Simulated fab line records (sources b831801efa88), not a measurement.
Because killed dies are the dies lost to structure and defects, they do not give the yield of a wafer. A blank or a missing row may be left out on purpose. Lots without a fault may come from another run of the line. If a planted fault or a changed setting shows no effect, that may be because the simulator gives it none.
Matching of chambers | flow gf180mcu | 4 sister chambers for GF_CONTACT_CMP_27 on cmp-01
The step polishes, stops on SiO2, t overpolish 15 s, target thk 0 nm. 4 wafers are shown with their chamber, then 7 later ones without.

WAFERS PAIRED WITH THEIR CHAMBERS
wafer  | chamber | motor current A (A)
L108.5 | 1       | 9.2
L114.6 | 2       | 10.9
L116.2 | 0       | 10.4
L116.4 | 3       | 11.1

WAFERS MISSING THEIR CHAMBER
wafer  | motor current A (A)
L116.5 | 9.8
L117.2 | 11.2
L117.4 | 9.4
L117.5 | 10.8
L119.1 | 11.5
L119.3 | 11.4
L119.4 | 11.6

WHICH CHAMBER EACH ONE RAN IN
wafer  | from the rows above               | in truth
L116.5 | can't be placed: 0 or 1 or 2 or 3 | 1
L117.2 | can't be placed: 3 or 2 or 0      | 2
L117.4 | 1                                 | 1
L117.5 | can't be placed: 2 or 3 or 0      | 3
L119.1 | can't be placed: 3 or 2 or 0      | 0
L119.3 | can't be placed: 3 or 2 or 0      | 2
L119.4 | can't be placed: 3 or 2 or 0      | 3
Correct placement for 1 of the 7. Cannot be placed on the basis of these rows: 6; the candidates contain the true chamber in 6. Placed wrongly: 0.
How it was worked out, from the rows above alone: a wafer's distance from a chamber is the root of the sum, over the readings, of the square of ((its reading less the chamber's mean) divided by the reading's scatter). If the next closest chamber is less than 2 further off than the closest, the wafer can't be placed; otherwise it belongs to the closest. For every chamber, the mean is computed from those of its wafers that are shown. The scatter: with one shown wafer a chamber, the root of the mean of the squares of how far each hidden wafer lies from its nearest shown one.
